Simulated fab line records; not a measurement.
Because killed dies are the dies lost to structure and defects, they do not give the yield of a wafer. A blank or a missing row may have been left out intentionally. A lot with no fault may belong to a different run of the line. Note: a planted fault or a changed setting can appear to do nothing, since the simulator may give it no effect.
Commonality check across tools | flow gf180mcu | 36 wafers sampled across 12 lots

## REASON IT WAS OPENED
GF_SAB_THK_MEAS_01, reading SAB_CVD_00_THK: flagged on 3 of 12 lots. Wafers without a fault read 50.1 nm, standard deviation 0.64.
Rule: a lot is flagged when every wafer of it that has a number lies more than 4 standard deviations from that mean, or none has a number. The rest of the lots are taken to be sound.

lot  | measured     | on            | SAB_CVD_00_THK (nm), wafer by wafer | flag
L895 | day 14 10:41 | film_metro-04 | 48.5 49.2 50.5                      |
L898 | day 15 14:29 | film_metro-04 | 48.8 50.0 49.8                      |
L899 | day 16 00:22 | film_metro-02 | 100.6 98.7 100.4                    | FLAGGED
L901 | day 16 21:04 | film_metro-04 | 99.6 100.9 100.6                    | FLAGGED
L905 | day 18 05:31 | film_metro-04 | 49.7 49.9 50.7                      |
L906 | day 18 15:56 | film_metro-01 | 101.0 102.6 102.6                   | FLAGGED
L910 | day 19 21:07 | film_metro-04 | 48.8 49.5 50.7                      |
L911 | day 20 07:47 | film_metro-01 | 50.5 51.2 50.7                      |
L913 | day 21 00:21 | film_metro-02 | 49.8 50.7 50.5                      |
L914 | day 21 10:05 | film_metro-02 | 50.4 50.6 51.6                      |
L915 | day 21 11:35 | film_metro-01 | 49.5 49.7 49.8                      |
L916 | day 21 19:32 | film_metro-04 | 49.2 50.2 50.3                      |
Average over the flagged lots: 100.8 nm; offset from the usual +50.7 nm, equal to +79 standard deviations.

## TOOL THAT RAN EACH LOT
The record holds 4 process steps before the reading, out of a route of 602 steps. Every cell lists first the tool, next ch and the chambers used by the sampled wafers, and last the start.
lot  | flag    | GF_HV_LDD_STRIP_37                   | GF_HV_LDD_RTA_52                 | GF_PSD_RTA_13                    | GF_SAB_CVD_00
L895 |         | plasma_asher-02 ch 0,1, day 11 18:58 | rtp_anneal-01 ch 0, day 12 14:56 | rtp_anneal-02 ch 0, day 14 10:20 | pecvd-02 ch 0,1,2, day 14 10:40
L898 |         | plasma_asher-04 ch 0,1, day 12 19:46 | rtp_anneal-01 ch 0, day 13 16:21 | rtp_anneal-02 ch 0, day 15 14:09 | pecvd-02 ch 0,1,2, day 15 14:28
L899 | FLAGGED | plasma_asher-01 ch 0,1, day 13 04:49 | rtp_anneal-02 ch 0, day 14 01:26 | rtp_anneal-01 ch 0, day 15 23:50 | pecvd-03 ch 0,1,2, day 16 00:10
L901 | FLAGGED | plasma_asher-02 ch 0,1, day 14 00:40 | rtp_anneal-01 ch 0, day 14 20:59 | rtp_anneal-02 ch 0, day 16 20:27 | pecvd-03 ch 0,2, day 16 20:46
L905 |         | plasma_asher-01 ch 0,1, day 15 07:08 | rtp_anneal-01 ch 0, day 16 04:54 | rtp_anneal-02 ch 0, day 18 05:10 | pecvd-02 ch 1,2, day 18 05:30
L906 | FLAGGED | plasma_asher-01 ch 0,1, day 15 14:45 | rtp_anneal-01 ch 0, day 16 13:36 | rtp_anneal-01 ch 0, day 18 15:25 | pecvd-04 ch 0,1, day 18 15:43
L910 |         | plasma_asher-01 ch 0,1, day 16 17:25 | rtp_anneal-01 ch 0, day 17 16:50 | rtp_anneal-02 ch 0, day 19 20:47 | pecvd-03 ch 0,1,2, day 19 21:06
L911 |         | plasma_asher-01 ch 0,1, day 17 01:56 | rtp_anneal-02 ch 0, day 18 01:47 | rtp_anneal-02 ch 0, day 20 07:26 | pecvd-04 ch 0,1, day 20 07:44
L913 |         | plasma_asher-01 ch 0,1, day 17 20:15 | rtp_anneal-02 ch 0, day 18 20:21 | rtp_anneal-01 ch 0, day 21 00:01 | pecvd-04 ch 1,2, day 21 00:19
L914 |         | plasma_asher-02 ch 0,1, day 18 04:41 | rtp_anneal-01 ch 0, day 19 05:11 | rtp_anneal-01 ch 0, day 21 09:40 | pecvd-04 ch 0,1,2, day 21 10:03
L915 |         | plasma_asher-01 ch 0,1, day 18 06:40 | rtp_anneal-01 ch 0, day 19 06:56 | rtp_anneal-02 ch 0, day 21 11:14 | pecvd-02 ch 0,1,2, day 21 11:34
L916 |         | plasma_asher-01 ch 0,1, day 18 15:01 | rtp_anneal-02 ch 0, day 19 15:44 | rtp_anneal-02 ch 0, day 21 19:11 | pecvd-03 ch 0,1,2, day 21 19:31
What is done by these steps:
- GF_HV_LDD_STRIP_37: strips in O2/N2.
- GF_HV_LDD_RTA_52: time 10 s.
- GF_PSD_RTA_13: time 20 s.
- GF_SAB_CVD_00: deposits SiO2 from TEOS, target thk 50 nm, time 4.9302 s.
- GF_SAB_THK_MEAS_01

## FLAGGED AGAINST TOTAL, ONE TOOL AT A TIME (gauges that did the reading follow at the end)
step               | tool            | lots run | flagged | share of the flagged lots | sound lots run after its first flagged lot
GF_HV_LDD_STRIP_37 | plasma_asher-01 | 8        | 2       | some                      | 6 (L905,L910,L911,L913,L915,L916)
GF_HV_LDD_STRIP_37 | plasma_asher-02 | 3        | 1       | some                      | 1 (L914)
GF_HV_LDD_STRIP_37 | plasma_asher-04 | 1        | 0       | none                      | -
GF_HV_LDD_RTA_52   | rtp_anneal-01   | 8        | 2       | some                      | 4 (L905,L910,L914,L915)
GF_HV_LDD_RTA_52   | rtp_anneal-02   | 4        | 1       | some                      | 3 (L911,L913,L916)
GF_PSD_RTA_13      | rtp_anneal-01   | 4        | 2       | some                      | 2 (L913,L914)
GF_PSD_RTA_13      | rtp_anneal-02   | 8        | 1       | some                      | 5 (L905,L910,L911,L915,L916)
GF_SAB_CVD_00      | pecvd-02        | 4        | 0       | none                      | -
GF_SAB_CVD_00      | pecvd-03        | 4        | 2       | some                      | 2 (L910,L916)
GF_SAB_CVD_00      | pecvd-04        | 4        | 1       | some                      | 3 (L911,L913,L914)
GF_SAB_THK_MEAS_01 | film_metro-01   | 3        | 1       | some                      | 2 (L911,L915)
GF_SAB_THK_MEAS_01 | film_metro-02   | 3        | 1       | some                      | 2 (L913,L914)
GF_SAB_THK_MEAS_01 | film_metro-04   | 6        | 1       | some                      | 3 (L905,L910,L916)

## WHAT THE TABLE ALLOWS
No row of the table ran every flagged lot.

## WHAT THE SIMULATOR PUT IN
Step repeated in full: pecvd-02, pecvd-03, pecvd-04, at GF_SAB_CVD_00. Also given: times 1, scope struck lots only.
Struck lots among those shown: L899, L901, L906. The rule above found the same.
